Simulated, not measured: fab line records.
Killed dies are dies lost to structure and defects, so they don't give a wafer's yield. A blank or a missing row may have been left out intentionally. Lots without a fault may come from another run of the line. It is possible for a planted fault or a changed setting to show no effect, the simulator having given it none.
Chamber matching ; flow sfq line ; pecvd-03 running SFQ_TRILAYER_A5B_DEP_PECVD_129: 3 sister chambers
The step deposits SiO2 from SiH4/N2O, time 133.33 s, target thk 600 nm. 3 wafers are shown with their chamber, then 7 later ones without.

== EACH WAFER AND ITS CHAMBER ==
wafer;chamber;throttle valve pct (%)
L213.3;1;22.9
L220.2;0;25.6
L220.3;2;24.6

== WAFERS MISSING THEIR CHAMBER ==
wafer;throttle valve pct (%)
L220.4;25.5
L221.1;24.6
L221.4;22.9
L221.6;24.7
L226.2;24.6
L226.4;24.8
L226.6;25.5

== THE CHAMBER EACH PASSED THROUGH ==
wafer;from the rows above;in truth
L220.4;0;0
L221.1;2;2
L221.4;1;1
L221.6;2;2
L226.2;2;2
L226.4;2;2
L226.6;0;0
Correctly placed: 7 of 7. Number that these rows cannot place: 0. Wrongly placed: 0.
How it was worked out, from the rows above alone: a wafer's distance from a chamber is the root of the sum, over the readings, of the square of ((its reading less the chamber's mean) divided by the reading's scatter). If the next closest chamber is less than 2 further off than the closest, the wafer can't be placed; otherwise it belongs to the closest. For every chamber, the mean is computed from those of its wafers that are shown. The scatter (one wafer shown for each chamber): square how far every hidden wafer sits from the nearest shown wafer, average those squares and take the square root.
